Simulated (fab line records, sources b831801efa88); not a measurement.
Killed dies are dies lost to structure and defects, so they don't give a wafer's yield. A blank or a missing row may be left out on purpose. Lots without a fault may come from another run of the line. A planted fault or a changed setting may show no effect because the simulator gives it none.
Chamber matching | flow gf180mcu | GF_PASSIVATION_ETCH_11 on rie_diel-03: 4 sister chambers
The step etches the open film in CF4/O2, stops on TiN, target depth 1800 nm, time 400 s. 4 wafers are shown with their chamber, then 9 later ones without.

WAFERS WITH THEIR CHAMBER
wafer  | chamber | drypump_motor_current_A (A)
L086.1 | 3       | 5.2
L090.1 | 2       | 5.4
L090.3 | 0       | 5.4
L090.4 | 1       | 5.5

WAFERS WITHOUT THEIR CHAMBER
wafer  | drypump_motor_current_A (A)
L092.3 | 5.4
L092.5 | 5.2
L092.6 | 5.4
L093.1 | 5.3
L093.5 | 5.2
L093.6 | 5.4
L096.1 | 5.2
L096.2 | 5.4
L096.4 | 5.5

WHICH CHAMBER EACH WENT THROUGH
wafer  | from the rows above          | in truth
L092.3 | can't be placed: 0 or 2      | 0
L092.5 | 3                            | 3
L092.6 | can't be placed: 0 or 2      | 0
L093.1 | can't be placed: 3 or 0 or 2 | 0
L093.5 | 3                            | 3
L093.6 | can't be placed: 0 or 2      | 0
L096.1 | 3                            | 3
L096.2 | can't be placed: 0 or 2      | 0
L096.4 | 1                            | 1
Placed correctly: 4 of 9. Can't be placed from these rows: 5 (the true chamber is among the candidates in 5). Placed wrongly: 0.
How it was worked out, from the rows above alone: a wafer's distance from a chamber is the root of the sum, over the readings, of the square of ((its reading less the chamber's mean) divided by the reading's scatter). The wafer belongs to the nearest chamber; if the next one is less than 2 further off, it can't be placed. A chamber's mean is the mean of its shown wafers. The scatter: with one shown wafer a chamber, the root of the mean of the squares of how far each hidden wafer lies from its nearest shown one.
